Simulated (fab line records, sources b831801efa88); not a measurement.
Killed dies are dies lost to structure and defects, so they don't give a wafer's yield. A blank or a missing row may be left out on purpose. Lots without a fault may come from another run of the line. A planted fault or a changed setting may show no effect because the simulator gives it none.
Which tool did it? | flow gf180mcu | 12 lots, 34 wafers sampled, at 5 steps of a route of 602

WHAT THE GAUGES READ, wafer by wafer
The record holds no reading of a measuring or inspecting step that can be judged against a usual standard deviation.

WHICH TOOL RAN EACH LOT (tool, then ch and the chambers of the sampled wafers, then the start)
lot  | GF_V3_CMP_26                  | GF_M5_ETCH_09                      | GF_V5_CMP_04                  | GF_V5_ETCH_17                                 | GF_V5_SPUTTER_22
L532 | cmp-02 ch 0,2,3, day 22 05:35 | rie_diel-03 ch 1,2, day 26 01:50   | cmp-02 ch 1,2, day 26 02:59   | rie_diel-03 ch 0,3, day 27 00:25 or earlier   | pvd_sputter-04, day 27 00:25
L533 | cmp-01 ch 0,3, day 22 16:16   | rie_diel-02 ch 0,1,2, day 26 12:59 | cmp-01 ch 1,2,3, day 26 14:00 | rie_diel-01 ch 1,2, day 27 11:12 or earlier   | pvd_sputter-04, day 27 11:12
L534 | cmp-01 ch 0,1,2, day 23 03:57 | rie_diel-02 ch 0,1,2, day 26 22:53 | cmp-01 ch 0,1,2, day 26 23:59 | rie_diel-01 ch 1,3, day 27 21:17 or earlier   | pvd_sputter-02, day 27 21:17
L535 | cmp-01 ch 0,3, day 23 08:04   | rie_diel-04 ch 0,1, day 27 01:34   | cmp-01 ch 2,3, day 27 02:35   | rie_diel-03 ch 1,2, day 28 00:03 or earlier   | pvd_sputter-04, day 28 00:03
L537 | cmp-02 ch 0,2,3, day 24 07:07 | rie_diel-02 ch 1,3, day 27 22:08   | cmp-02 ch 0,1,2, day 27 23:12 | rie_diel-03 ch 0,1,3, day 28 19:34 or earlier | pvd_sputter-02, day 28 19:34
L538 | cmp-01 ch 2,3, day 24 14:29   | rie_diel-04 ch 0,1, day 28 05:17   | cmp-01 ch 0,2,3, day 28 06:25 | rie_diel-02 ch 0,2, day 29 02:55 or earlier   | pvd_sputter-04, day 29 02:55
L539 | cmp-01 ch 0,2,3, day 24 19:12 | rie_diel-04 ch 0,1, day 28 08:31   | cmp-01 ch 0,2,3, day 28 09:32 | rie_diel-01 ch 1,2,3, day 29 05:28 or earlier | pvd_sputter-04, day 29 05:28
L544 | cmp-02 ch 1,3, day 26 10:50   | rie_diel-03 ch 1,3, day 29 21:46   | cmp-02 ch 0,1,3, day 29 22:45 | rie_diel-01 ch 2,3, day 30 18:16 or earlier   | pvd_sputter-03, day 30 18:16
L547 | cmp-01 ch 1,2, day 27 16:41   | rie_diel-04 ch 1,2, day 31 01:04   | cmp-02 ch 1,2, day 31 02:07   | rie_diel-01 ch 0,3, day 31 20:14 or earlier   | pvd_sputter-04, day 31 20:14
L548 | cmp-01 ch 1,2, day 27 18:25   | rie_diel-02 ch 0,3, day 31 01:20   | cmp-02 ch 0,1, day 31 02:19   | rie_diel-03 ch 0,1, day 31 20:55 or earlier   | pvd_sputter-03, day 31 20:55
L551 | cmp-02 ch 1,2, day 29 02:46   | rie_diel-04 ch 0,1,3, day 32 06:20 | cmp-01 ch 2,3, day 32 07:29   | rie_diel-02 ch 1,2, day 33 00:49 or earlier   | pvd_sputter-02, day 33 00:49
L552 | cmp-02 ch 0,2,3, day 29 04:48 | rie_diel-03 ch 0,3, day 32 07:53   | cmp-01 ch 0,1,3, day 32 08:58 | rie_diel-01 ch 1,2,3, day 33 02:07 or earlier | pvd_sputter-04, day 33 02:07
- GF_V3_CMP_26: polishes, stops on SiO2, t overpolish 15 s, target thk 0 nm.
- GF_M5_ETCH_09: etches Si3N4 in CF4/O2, target depth 52 nm, time 11.6 s.
- GF_V5_CMP_04: polishes SiO2.
- GF_V5_ETCH_17: etches SiO2 in C4F8/O2/Ar, stops on TiN, target depth 855 nm.
- GF_V5_SPUTTER_22: material TiN, target thk 10 nm, time 40 s.

WHAT THE TOOLS THEMSELVES READ (means of the sampled wafers that have a number; where no wafer has one, the mark that the record gives instead)
GF_V3_CMP_26. Usual: motor_current_A 10.8 A, standard deviation 1.2; overpolish_run_s 15.000 s, standard deviation 0.0094; platen_rpm 60.00 rpm, standard deviation 0.042; time_to_endpoint_s 85 s, standard deviation 3.3.
lot  | tool   | motor_current_A (A) | overpolish_run_s (s) | platen_rpm (rpm) | time_to_endpoint_s (s) | flag
L532 | cmp-02 | 10.5                | 15.000               | 59.96            | 84                     |
L533 | cmp-01 | 11.2                | 15.006               | 60.01            | 79                     |
L534 | cmp-01 | 10.9                | 14.995               | 60.01            | 82                     |
L535 | cmp-01 | 11.0                | 14.998               | 60.02            | 83                     |
L537 | cmp-02 | 10.6                | 14.996               | 60.03            | 83                     |
L538 | cmp-01 | 12.1                | 15.000               | 60.04            | 86                     |
L539 | cmp-01 | 11.6                | 15.000               | 60.02            | 87                     |
L544 | cmp-02 | 9.7                 | 14.987               | 59.99            | 86                     |
L547 | cmp-01 | 11.1                | 14.998               | 59.98            | 85                     |
L548 | cmp-01 | 11.3                | 14.998               | 60.01            | 85                     |
L551 | cmp-02 | 9.2                 | 15.008               | 60.00            | 82                     |
L552 | cmp-02 | 10.7                | 15.007               | 60.01            | 88                     |

GF_M5_ETCH_09. Usual: drypump_motor_current_A 5.8 A, standard deviation 0.36; oes_product_au 0.998 a.u., standard deviation 0.0085; throttle_valve_pct 5.968 %, standard deviation 0.0095.
lot  | tool        | drypump_motor_current_A (A) | oes_product_au (a.u.) | throttle_valve_pct (%) | flag
L532 | rie_diel-03 | 6.1                         | 0.996                 | 5.973                  |
L533 | rie_diel-02 | 5.9                         | 1.005                 | 5.986                  |
L534 | rie_diel-02 | 5.9                         | 1.001                 | 5.966                  |
L535 | rie_diel-04 | 5.5                         | 1.001                 | 5.971                  |
L537 | rie_diel-02 | 5.7                         | 0.992                 | 5.960                  |
L538 | rie_diel-04 | 5.5                         | 0.995                 | 5.969                  |
L539 | rie_diel-04 | 5.5                         | 1.003                 | 5.967                  |
L544 | rie_diel-03 | 5.7                         | 0.996                 | 5.965                  |
L547 | rie_diel-04 | 5.9                         | 1.002                 | 5.969                  |
L548 | rie_diel-02 | 5.8                         | 1.005                 | 5.982                  |
L551 | rie_diel-04 | 5.8                         | 0.997                 | 5.970                  |
L552 | rie_diel-03 | 5.7                         | 0.988                 | 5.963                  |

GF_V5_CMP_04. Usual: motor_current_A 11.8 A, standard deviation 1.4; platen_rpm 60.00 rpm, standard deviation 0.039.
lot  | tool   | motor_current_A (A) | platen_rpm (rpm) | flag
L532 | cmp-02 | 9.5                 | 59.99            |
L533 | cmp-01 | 13.0                | 60.01            |
L534 | cmp-01 | 11.9                | 60.01            |
L535 | cmp-01 | 13.6                | 60.00            |
L537 | cmp-02 | 10.6                | 60.01            |
L538 | cmp-01 | 12.2                | 59.97            |
L539 | cmp-01 | 12.8                | 59.99            |
L544 | cmp-02 | 10.7                | 60.01            |
L547 | cmp-02 | 10.2                | 60.02            |
L548 | cmp-02 | 10.8                | 60.00            |
L551 | cmp-01 | 13.5                | 60.02            |
L552 | cmp-01 | 12.3                | 59.98            |

GF_V5_ETCH_17. Usual: oes_product_au 0.860 a.u., standard deviation 0.0043.
lot  | tool        | oes_product_au (a.u.) | flag
L532 | rie_diel-03 | 0.860                 |
L533 | rie_diel-01 | 0.862                 |
L534 | rie_diel-01 | 0.861                 |
L535 | rie_diel-03 | 0.855                 |
L537 | rie_diel-03 | 0.858                 |
L538 | rie_diel-02 | 0.865                 |
L539 | rie_diel-01 | 0.861                 |
L544 | rie_diel-01 | 0.877                 | OFF
L547 | rie_diel-01 | 0.909                 | OFF
L548 | rie_diel-03 | 0.881                 | OFF
L551 | rie_diel-02 | 0.864                 |
L552 | rie_diel-01 | 0.860                 |

GF_V5_SPUTTER_22. Usual: throttle_valve_pct 29.8 %, standard deviation 0.98.
lot  | tool           | throttle_valve_pct (%) | flag
L532 | pvd_sputter-04 | 30.0                   |
L533 | pvd_sputter-04 | 29.3                   |
L534 | pvd_sputter-02 | 29.4                   |
L535 | pvd_sputter-04 | 29.4                   |
L537 | pvd_sputter-02 | 30.4                   |
L538 | pvd_sputter-04 | 29.3                   |
L539 | pvd_sputter-04 | 30.2                   |
L544 | pvd_sputter-03 | 29.2                   |
L547 | pvd_sputter-04 | 30.4                   |
L548 | pvd_sputter-03 | 30.3                   |
L551 | pvd_sputter-02 | 29.1                   |
L552 | pvd_sputter-04 | 30.1                   |

THE ANSWER, worked out from the rows above alone
Rule: a lot is off if the mean of its wafers that have a number lies more than 3 standard deviations from the usual mean. A lot without any number at a reading at which 4 lots or more have one is off too. The other lots that the step has rows for count as sound. The gauges are gone through in route order, then the tools' own readings, and for those a lot's mean is taken as printed above. The first step at which some lot is off is used, and at that step the reading that is off furthest; a lot without a number counts as furthest.
Off: L544, L547, L548, at GF_V5_ETCH_17 (oes_product_au).
A tool fits if, at that step or a process step before it, it ran every lot that is off, and no sound lot after the first of them. GF_V5_ETCH_17 gives no start for some lots, so the hours and the order of its lots are those of GF_V5_SPUTTER_22. One fits: cmp-02 at GF_V5_CMP_04. Its last sound lot is L537 (day 27 23:12), its first lot that is off L544 (day 29 22:45): a fault that began between those two fits.

WHAT THE SIMULATOR HAD PUT IN
Process parameter drift: cmp-02, from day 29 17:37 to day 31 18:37, at GF_V5_CMP_04. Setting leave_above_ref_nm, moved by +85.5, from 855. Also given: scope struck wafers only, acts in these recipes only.
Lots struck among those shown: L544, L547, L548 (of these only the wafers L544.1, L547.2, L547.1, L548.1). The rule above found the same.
